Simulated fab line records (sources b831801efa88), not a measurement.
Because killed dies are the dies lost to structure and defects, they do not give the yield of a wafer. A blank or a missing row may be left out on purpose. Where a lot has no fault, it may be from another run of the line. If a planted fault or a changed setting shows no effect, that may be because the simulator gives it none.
Chamber matching :: flow sky130 :: SKY_POLY_GATE_ETCH_16 on rieDiel-03: 4 sister chambers
The step etches Si3N4 in CH3F/O2, stops on poly-Si, time 147.5 s, target depth 75 nm. 16 wafers are shown with their chamber, then 8 later ones without.

WAFERS, EACH WITH ITS CHAMBER
wafer: L074.2
chamber: 1
drypumpMotorCurrentA (A): 5.5
throttleValvePct (%): 10.545
oesProductAu (a.u.): 0.637

wafer: L074.3
chamber: 2
drypumpMotorCurrentA (A): 5.6
throttleValvePct (%): 10.537
oesProductAu (a.u.): 0.629

wafer: L074.5
chamber: 0
drypumpMotorCurrentA (A): 5.1
throttleValvePct (%): 10.537
oesProductAu (a.u.): 0.635

wafer: L075.2
chamber: 3
drypumpMotorCurrentA (A): 4.9
throttleValvePct (%): 10.534
oesProductAu (a.u.): 0.635

wafer: L075.3
chamber: 0
drypumpMotorCurrentA (A): 5.1
throttleValvePct (%): 10.549
oesProductAu (a.u.): 0.637

wafer: L075.6
chamber: 1
drypumpMotorCurrentA (A): 5.5
throttleValvePct (%): 10.549
oesProductAu (a.u.): 0.634

wafer: L078.2
chamber: 2
drypumpMotorCurrentA (A): 5.7
throttleValvePct (%): 10.528
oesProductAu (a.u.): 0.646

wafer: L078.3
chamber: 1
drypumpMotorCurrentA (A): 5.5
throttleValvePct (%): 10.542
oesProductAu (a.u.): 0.636

wafer: L078.4
chamber: 3
drypumpMotorCurrentA (A): 4.9
throttleValvePct (%): 10.535
oesProductAu (a.u.): 0.642

wafer: L080.1
chamber: 2
drypumpMotorCurrentA (A): 5.7
throttleValvePct (%): 10.523
oesProductAu (a.u.): 0.637

wafer: L080.2
chamber: 1
drypumpMotorCurrentA (A): 5.6
throttleValvePct (%): 10.530
oesProductAu (a.u.): 0.638

wafer: L080.3
chamber: 0
drypumpMotorCurrentA (A): 5.1
throttleValvePct (%): 10.542
oesProductAu (a.u.): 0.641

wafer: L090.1
chamber: 1
drypumpMotorCurrentA (A): 5.6
throttleValvePct (%): 10.550
oesProductAu (a.u.): 0.646

wafer: L090.2
chamber: 0
drypumpMotorCurrentA (A): 5.1
throttleValvePct (%): 10.540
oesProductAu (a.u.): 0.639

wafer: L090.6
chamber: 0
drypumpMotorCurrentA (A): 5.1
throttleValvePct (%): 10.526
oesProductAu (a.u.): 0.646

wafer: L093.1
chamber: 2
drypumpMotorCurrentA (A): 5.7
throttleValvePct (%): 10.521
oesProductAu (a.u.): 0.644

SIGNATURES, as means of the wafers listed above
reading: drypumpMotorCurrentA
chamber 0: 5.100
chamber 1: 5.540
chamber 2: 5.675
chamber 3: 4.900
scatter within a chamber: 0.0403

reading: throttleValvePct
chamber 0: 10.53880
chamber 1: 10.54320
chamber 2: 10.52725
chamber 3: 10.53450
scatter within a chamber: 0.00761

reading: oesProductAu
chamber 0: 0.63960
chamber 1: 0.63820
chamber 2: 0.63900
chamber 3: 0.63850
scatter within a chamber: 0.00547
Rule: distance of a wafer from a chamber = root of the sum over the readings of ((wafer's reading minus chamber's mean) / reading's scatter) squared. The wafer belongs to the nearest chamber; if the next one is less than 2 further off, it can't be placed. The scatter is the square root of a quotient: the sum, over the shown wafers, of each reading's squared deviation from its chamber's mean, divided by wafers minus chambers.

WAFERS MISSING THEIR CHAMBER
wafer: L093.4
drypumpMotorCurrentA (A): 5.1
throttleValvePct (%): 10.547
oesProductAu (a.u.): 0.634

wafer: L093.6
drypumpMotorCurrentA (A): 5.0
throttleValvePct (%): 10.536
oesProductAu (a.u.): 0.632

wafer: L095.1
drypumpMotorCurrentA (A): 5.6
throttleValvePct (%): 10.542
oesProductAu (a.u.): 0.638

wafer: L095.3
drypumpMotorCurrentA (A): 5.6
throttleValvePct (%): 10.527
oesProductAu (a.u.): 0.633

wafer: L095.6
drypumpMotorCurrentA (A): 5.7
throttleValvePct (%): 10.536
oesProductAu (a.u.): 0.634

wafer: L097.3
drypumpMotorCurrentA (A): 5.6
throttleValvePct (%): 10.538
oesProductAu (a.u.): 0.635

wafer: L097.5
drypumpMotorCurrentA (A): 4.9
throttleValvePct (%): 10.547
oesProductAu (a.u.): 0.643

wafer: L097.6
drypumpMotorCurrentA (A): 5.0
throttleValvePct (%): 10.521
oesProductAu (a.u.): 0.640

WHICH CHAMBER EACH WENT THROUGH
wafer: L093.4
from the rows above: 0
in truth: 0

wafer: L093.6
from the rows above: can't be placed: 3 or 0
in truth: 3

wafer: L095.1
from the rows above: can't be placed: 1 or 2
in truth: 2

wafer: L095.3
from the rows above: can't be placed: 2 or 1
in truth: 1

wafer: L095.6
from the rows above: 2
in truth: 2

wafer: L097.3
from the rows above: can't be placed: 1 or 2
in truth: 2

wafer: L097.5
from the rows above: 3
in truth: 3

wafer: L097.6
from the rows above: can't be placed: 3 or 0
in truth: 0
Correctly placed: 3 of 8. From these rows, 5 cannot be placed; in 5 the true chamber is one of the candidates. Number placed wrongly: 0.
